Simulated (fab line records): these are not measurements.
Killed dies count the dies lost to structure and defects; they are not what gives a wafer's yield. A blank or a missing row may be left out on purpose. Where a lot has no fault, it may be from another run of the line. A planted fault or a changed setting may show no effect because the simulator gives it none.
Which tool was responsible? -- flow gf180mcu -- 38 wafers from 13 lots sampled at 5 of the route's 602 steps

WHAT THE GAUGES SHOWED, per wafer
GF_HV_LDD_OVL_MEAS_47.
lot,measured,on,HV_LDD_03_OVL (nm)
L134,day 12 22:26,overlay-02,0.4 1.0 1.8
L135,day 13 04:05,overlay-02,-0.7 2.7 0.7
L137,day 13 21:38,overlay-01,1.0 0.1 1.2
L138,day 14 02:17,overlay-01,0.1 -0.2 -0.8
L139,day 14 14:38,overlay-01,-0.8 -0.8 -1.0
L140,day 14 18:35,overlay-01,0.5 0.8 1.8
L141,day 14 22:14,overlay-02,3.3 1.5 1.1
L142,day 15 10:29,overlay-01,-1.2 -0.2 -1.2
L146,day 16 21:17,overlay-02,1.8 0.0
L152,day 18 20:17,overlay-02,1.9 0.5 1.3
L153,day 19 04:40,overlay-02,-0.4 -0.2 -0.6
L155,day 19 15:25,overlay-01,2.6 2.2 1.8
L156,day 20 10:32,overlay-02,-0.5 1.4 0.2

GF_SAB_THK_MEAS_01.
lot,measured,on,SAB_CVD_00_THK (nm)
L134,day 14 19:44,film_metro-03,49.8 49.8 50.9
L135,day 15 01:37,film_metro-04,50.4 48.6 50.7
L137,day 15 19:32,film_metro-02,48.7 50.3 49.2
L138,day 16 00:44,film_metro-03,49.1 48.8 50.4
L139,day 16 14:07,film_metro-02,50.2 50.4 50.7
L140,day 16 19:10,film_metro-04,49.0 50.4 49.7
L141,day 16 22:21,film_metro-04,49.9 50.3 49.0
L142,day 17 11:17,film_metro-02,49.1 51.4 50.8
L146,day 19 00:36,film_metro-02,29.9 49.9
L152,day 21 01:07,film_metro-03,50.3 49.3 50.4
L153,day 21 09:25,film_metro-03,49.2 48.5 50.4
L155,day 21 19:41,film_metro-03,49.7 50.7 50.6
L156,day 22 13:50,film_metro-04,49.8 49.8 49.3

GF_SAB_CD_MEAS_09: target cd 420 nm.
lot,measured,on,cd_nm (nm)
L134,day 15 17:00,cd_sem-02,418.9 419.6 419.4
L135,day 15 23:11,cd_sem-01,416.7 418.6 415.8
L137,day 16 17:46,cd_sem-02,417.4 415.4 417.9
L138,day 16 22:34,cd_sem-01,419.6 419.4 418.6
L139,day 17 12:31,cd_sem-02,417.1 421.1 418.5
L140,day 17 18:18,cd_sem-01,418.4 416.3 418.6
L141,day 17 21:38,cd_sem-01,419.2 419.3 419.0
L142,day 18 10:10,cd_sem-01,419.8 418.5 420.1
L146,day 20 00:53,cd_sem-02,421.8 422.3
L152,day 22 00:57,cd_sem-02,414.4 418.1 416.2
L153,day 22 09:06,cd_sem-02,420.5 423.6 422.8
L155,day 22 18:15,cd_sem-01,417.8 417.1 417.4
L156,day 23 12:44,cd_sem-01,416.3 416.3 418.6

TOOL THAT RAN EACH LOT (tool first, then ch and the chambers of the sampled wafers, then the start)
lot,GF_HV_LDD_ETCHBACK_58,GF_SAB_CVD_00
L134,"rie_diel-01 ch 1,2,3, day 13 01:34","pecvd-03 ch 0,2, day 14 19:41"
L135,"rie_diel-03 ch 0,2,3, day 13 07:14","pecvd-02 ch 0,2, day 15 01:35"
L137,"rie_diel-01 ch 0,2, day 14 00:47","pecvd-03 ch 0,1,2, day 15 19:31"
L138,"rie_diel-01 ch 0,1,2, day 14 05:26","pecvd-03 ch 0,1,2, day 16 00:43"
L139,"rie_diel-03 ch 0,1,3, day 14 17:47","pecvd-02 ch 0,1, day 16 14:05"
L140,"rie_diel-04 ch 0,2, day 14 21:44","pecvd-01 ch 0,1,2, day 16 19:09"
L141,"rie_diel-01 ch 1,3, day 15 01:23","pecvd-02 ch 0,1,2, day 16 22:19"
L142,"rie_diel-03 ch 1,2,3, day 15 13:37","pecvd-03 ch 0,1,2, day 17 11:15"
L146,"rie_diel-01 ch 0,3, day 17 00:25","pecvd-01 ch 0,1, day 19 00:34"
L152,"rie_diel-04 ch 2,3, day 18 23:26","pecvd-03 ch 0,1,2, day 21 01:05"
L153,"rie_diel-04 ch 2,3, day 19 07:49","pecvd-02 ch 0,1,2, day 21 09:23"
L155,"rie_diel-03 ch 1,2,3, day 19 18:35","pecvd-01 ch 0,1,2, day 21 19:40"
L156,"rie_diel-03 ch 0,1,3, day 20 14:23","pecvd-03 ch 0,1,2, day 22 13:49"
- GF_HV_LDD_ETCHBACK_58: etches Si3N4 in CH3F/O2, stops on SiO2, time 100 s, target depth 90 nm.
- GF_SAB_CVD_00: deposits SiO2 from TEOS, target thk 50 nm, time 4.9302 s.

WHAT THE TOOLS THEMSELVES READ (means of the sampled wafers that have a number; where no wafer has one, the mark that the record gives instead)
GF_HV_LDD_ETCHBACK_58.
lot,tool,drypump_motor_current_A (A),oes_product_au (a.u.),rf_fwd_power_W (W),throttle_valve_pct (%)
L134,rie_diel-01,5.7,0.842,396.6,10.555
L135,rie_diel-03,5.0,0.842,397.4,10.559
L137,rie_diel-01,5.3,0.844,397.0,10.567
L138,rie_diel-01,5.2,0.836,397.7,10.561
L139,rie_diel-03,5.5,0.843,397.0,10.561
L140,rie_diel-04,5.9,0.839,397.9,10.563
L141,rie_diel-01,5.9,0.842,397.5,10.557
L142,rie_diel-03,5.4,0.837,397.7,10.561
L146,rie_diel-01,5.7,0.833,396.9,10.558
L152,rie_diel-04,6.1,0.837,396.7,10.555
L153,rie_diel-04,5.7,0.837,398.1,10.552
L155,rie_diel-03,5.4,0.846,397.4,10.549
L156,rie_diel-03,5.5,0.835,398.2,10.562

GF_SAB_CVD_00.
lot,tool,heater_power_w (W),rf_fwd_power_W (W)
L134,pecvd-03,520,588
L135,pecvd-02,723,587
L137,pecvd-03,522,587
L138,pecvd-03,507,589
L139,pecvd-02,683,591
L140,pecvd-01,719,586
L141,pecvd-02,698,589
L142,pecvd-03,541,586
L146,pecvd-01,721,586
L152,pecvd-03,575,587
L153,pecvd-02,712,589
L155,pecvd-01,673,586
L156,pecvd-03,558,589

THE ANSWER, worked out from the rows above alone
Rule: what is usual is taken from the lots themselves. The widest of any qualifying gaps counts: lots, ordered by their means at a reading, are off when they make up no more than a third of the lots, leave a main group of 4 or more, and stand apart from it by 3 or more times the standard deviation of that group's means. The tables above print the reading to a certain number of digits; a main group whose means all agree to those digits is not used. A lot without any number at a reading at which 4 lots or more have one is off too. Any other lot the step has rows for is counted as sound. Order of review: gauges by route order, followed by the tools' own readings, for which a lot's mean as printed above is used. The first step at which some lot is off is used, and at that step the reading that is off furthest; a lot without a number counts as furthest.
Off: L146, seen at GF_SAB_THK_MEAS_01 (SAB_CVD_00_THK). The main group has a mean of 49.9 nm with a standard deviation of 0.38.
A tool fits if, at a process step before that reading, it ran every lot that is off, and no sound lot after the first of them. Those tools and the gauges at GF_SAB_THK_MEAS_01 are tried in the same way. Undecided on this evidence; 2 tools fit (rie_diel-01 at GF_HV_LDD_ETCHBACK_58, film_metro-02 at GF_SAB_THK_MEAS_01).

WHAT THE SIMULATOR PUT IN
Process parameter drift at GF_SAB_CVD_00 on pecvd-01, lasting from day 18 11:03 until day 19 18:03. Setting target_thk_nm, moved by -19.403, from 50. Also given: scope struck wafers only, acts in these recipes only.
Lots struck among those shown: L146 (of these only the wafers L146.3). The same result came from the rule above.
